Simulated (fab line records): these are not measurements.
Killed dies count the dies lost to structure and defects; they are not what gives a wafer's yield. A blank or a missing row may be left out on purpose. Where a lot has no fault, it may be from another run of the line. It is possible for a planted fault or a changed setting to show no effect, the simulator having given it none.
Chamber matching || flow sky130 || 3 sister chambers for SKY_PASSIVATION_CVD_02 on pecvd-02
The step deposits Si3N4, target thk 540 nm. 6 wafers are shown with their chamber, then 8 later ones without.

## EACH WAFER AND ITS CHAMBER
{"wafer": "L188.5", "chamber": 1, "heater-power-w (W)": 792}
{"wafer": "L189.4", "chamber": 0, "heater-power-w (W)": 847}
{"wafer": "L196.1", "chamber": 0, "heater-power-w (W)": 818}
{"wafer": "L196.2", "chamber": 2, "heater-power-w (W)": 648}
{"wafer": "L196.5", "chamber": 1, "heater-power-w (W)": 865}
{"wafer": "L197.2", "chamber": 2, "heater-power-w (W)": 552}

## WAFERS WITH NO CHAMBER GIVEN
{"wafer": "L197.4", "heater-power-w (W)": 868}
{"wafer": "L197.6", "heater-power-w (W)": 627}
{"wafer": "L199.1", "heater-power-w (W)": 845}
{"wafer": "L199.3", "heater-power-w (W)": 586}
{"wafer": "L199.4", "heater-power-w (W)": 865}
{"wafer": "L204.2", "heater-power-w (W)": 628}
{"wafer": "L204.4", "heater-power-w (W)": 802}
{"wafer": "L204.6", "heater-power-w (W)": 865}

## THE CHAMBER EACH PASSED THROUGH
{"wafer": "L197.4", "from the rows above": "can't be placed: 0 or 1", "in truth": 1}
{"wafer": "L197.6", "from the rows above": 2, "in truth": 2}
{"wafer": "L199.1", "from the rows above": "can't be placed: 0 or 1", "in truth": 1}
{"wafer": "L199.3", "from the rows above": 2, "in truth": 2}
{"wafer": "L199.4", "from the rows above": "can't be placed: 0 or 1", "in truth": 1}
{"wafer": "L204.2", "from the rows above": 2, "in truth": 2}
{"wafer": "L204.4", "from the rows above": "can't be placed: 1 or 0", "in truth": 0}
{"wafer": "L204.6", "from the rows above": "can't be placed: 0 or 1", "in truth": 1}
Correctly placed: 3 of 8. Cannot be placed on the basis of these rows: 5; the candidates contain the true chamber in 5. Number placed wrongly: 0.
How it was worked out, from the rows above alone: a wafer's distance from a chamber is the root of the sum, over the readings, of the square of ((its reading less the chamber's mean) divided by the reading's scatter). If the next closest chamber is less than 2 further off than the closest, the wafer can't be placed; otherwise it belongs to the closest. Each chamber's mean is taken over the wafers shown for it. How the scatter is found: for the shown wafers, subtract from each reading the mean of its chamber, square and add these, divide the total by (wafers less chambers), then take the root.
